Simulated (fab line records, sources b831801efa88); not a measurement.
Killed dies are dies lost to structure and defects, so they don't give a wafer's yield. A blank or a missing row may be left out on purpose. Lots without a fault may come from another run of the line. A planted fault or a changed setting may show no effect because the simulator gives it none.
Which tool did it? | flow sky130 | 6 lots, 18 wafers sampled, at 3 steps of a route of 708

WHAT THE GAUGES READ, wafer by wafer
SKY_LDD_LDN_TW_MEAS_13.
lot  | measured     | on            | LDD_LDN_TW
L854 | day 24 18:01 | film_metro-03 | 1452 1449 1458
L857 | day 25 20:08 | film_metro-03 | 1464 1457 1457
L861 | day 27 05:38 | film_metro-02 | 1481 1470 1483
L864 | day 28 02:12 | film_metro-02 | 1410 1413 1412
L866 | day 29 00:26 | film_metro-03 | 1456 1459 1457
L872 | day 30 19:54 | film_metro-03 | 1461 1460 1458

WHICH TOOL RAN EACH LOT (tool, then ch and the chambers of the sampled wafers, then the start)
lot  | SKY_POLY_GATE_ETCH_15              | SKY_LDD_LDN_IMPLANT_11
L854 | rie_diel-01 ch 1,3, day 18 05:23   | implanter-01 ch 0, day 24 17:48
L857 | rie_diel-03 ch 0,3, day 19 11:13   | implanter-02 ch 0, day 25 19:55
L861 | rie_diel-03 ch 1,2, day 20 21:56   | implanter-01 ch 0, day 27 05:23
L864 | rie_diel-01 ch 0,1,2, day 21 20:02 | implanter-01 ch 0, day 28 01:58
L866 | rie_diel-03 ch 0,1, day 22 19:26   | implanter-02 ch 0, day 29 00:11
L872 | rie_diel-02 ch 0,1, day 24 17:23   | implanter-04 ch 0, day 30 19:40
- SKY_POLY_GATE_ETCH_15: etches BARC in N2/H2, stops on SiO2, time 118.5 s, target depth 110 nm.
- SKY_LDD_LDN_IMPLANT_11

THE ANSWER, worked out from the rows above alone
Rule: what is usual is taken from the lots themselves. Put in order of their means at a reading, lots are off if they are a third of the lots or fewer, leave a main group of 4 or more, and stand apart from it by a gap of 3 or more times the standard deviation of the main group's means; of several such gaps the widest counts. A main group whose means are all the same, to the digits that the tables above print for the reading, isn't used. A lot without any number at a reading at which 4 lots or more have one is off too. The other lots that the step has rows for count as sound.
Off: L864, at SKY_LDD_LDN_TW_MEAS_13 (LDD_LDN_TW). The main group: mean 1461, standard deviation 8.6.
A tool fits if, at a process step before that reading, it ran every lot that is off, and no sound lot after the first of them. The gauges at SKY_LDD_LDN_TW_MEAS_13 are tried like those tools. Can't be told from this: 3 tools fit, rie_diel-01 at SKY_POLY_GATE_ETCH_15, implanter-01 at SKY_LDD_LDN_IMPLANT_11, film_metro-02 at SKY_LDD_LDN_TW_MEAS_13.

WHAT THE SIMULATOR HAD PUT IN
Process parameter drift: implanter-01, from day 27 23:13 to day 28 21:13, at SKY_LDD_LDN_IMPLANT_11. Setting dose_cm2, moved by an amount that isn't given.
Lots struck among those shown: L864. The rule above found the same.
